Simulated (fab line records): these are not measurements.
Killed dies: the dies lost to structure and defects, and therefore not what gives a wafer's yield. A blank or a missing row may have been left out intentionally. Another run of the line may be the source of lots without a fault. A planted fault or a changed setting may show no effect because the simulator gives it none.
Problem report, 8D (eight disciplines) form, completed by code | flow gf180mcu | the parts of the form that need people (team, actions taken, sign-off) are left out

== 1. THE PROBLEM ==
STI_CVD_23_THK at GF_STI_THK_MEAS_24 reads a mean of 698 nm on 4 wafers of 3 lots; wafers without a fault read 650 nm with a standard deviation of 7.5. That is +6.4 standard deviations from the usual mean.
Earliest sighting: wafer L516.2 on film metro-03 at day 5 15:25. The record holds 40 wafers of 14 lots with a number at this step. The rule behind "out" and "out of limits": a value lying over 4 standard deviations away from the usual mean. All remaining wafers that have a number are taken as sound.

== 2. WHAT IT IS, AND WHAT IT ISN'T ==
question                    | is                                          | is not
which readings at this step | STI_CVD_23_THK                              | -
which lots                  | L516, L517, L518                            | L500, L501, L502, L503, L505, L506, L507, L513, L519, L522, L523
which wafers of those lots  | L516.2, L516.4, L517.4, L518.4              | L517.3, L518.1, L518.6
read on which gauges        | film metro-02, film metro-03, film metro-04 | -
when                        | from day 5 15:25                            | up to then (24 sound wafers); but 12 sound wafers of L517, L518, L519, L522, L523 came after

== 3. THE SUSPECTS, EACH WITH WHAT RULES IT OUT ==
Counting: any tool at a process step up to the reading remains a suspect provided it ran every lot that is out. Sound lots after the first of them don't rule it out here, since some wafers of a struck lot are sound.
- the gauge at GF_STI_THK_MEAS_24: ruled out. The wafers that are out were read on 3 gauges (film metro-02, film metro-03, film metro-04).
- rie si-02 at GF_STI_ETCH_14 (etches Si in HBr/Cl2/O2, target depth 360 nm, time 102.9 s): kept. Ran every lot that is out, first one L516 (day 5 13:17); last sound lot up to then L506 (day 3 08:14).
- hdpcvd-01 at GF_STI_CVD_23 (deposits SiO2, target thk 650 nm, time 108.3 s): kept. Ran every lot that is out, first one L516 (day 5 15:20); last sound lot up to then L513 (day 4 23:23).
After counting, rie si-02 at GF_STI_ETCH_14 and hdpcvd-01 at GF_STI_CVD_23 remain.

== 4. THE CAUSE (what the simulator had put in) ==
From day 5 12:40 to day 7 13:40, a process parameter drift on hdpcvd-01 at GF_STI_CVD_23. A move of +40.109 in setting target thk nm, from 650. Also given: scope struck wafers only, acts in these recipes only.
Of the 2 suspects that counting leaves, this tool is one.

== 5. THE EFFECT CHAIN, in route order ==
Each row: a reading where the mean over the struck wafers with a number is more than 3 standard deviations away from the usual. Readings are gone through only where the record gives a usual standard deviation; hours: the median, over the lots, of the time from a lot's start at the first step in this table giving one to that lot's start at this step; sigmas: the change measured in usual standard deviations.
hours | step               | reading        | usual  | on struck wafers | change | sigmas
0     | GF_STI_THK_MEAS_24 | STI_CVD_23_THK | 650 nm | 698              | +48    | +6.4
At these later measuring or inspecting steps, every struck wafer for which the step has a row has a number for every such reading, and none has moved that far: GF_NWELL_OVL_MEAS_07, GF_VT_IMPLANT_OVL_MEAS_18.

== 6. WHAT WOULD HAVE CAUGHT IT SOONER ==
The first out-of-limits reading at a measuring or inspecting step in this record came at day 5 15:25, 3 hours after the fault's start at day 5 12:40.
Of the lots that are out (3), L517, L518 began GF_STI_CVD_23 on hdpcvd-01 after day 5 15:25. A hold on the tool at that time would have spared those 2.
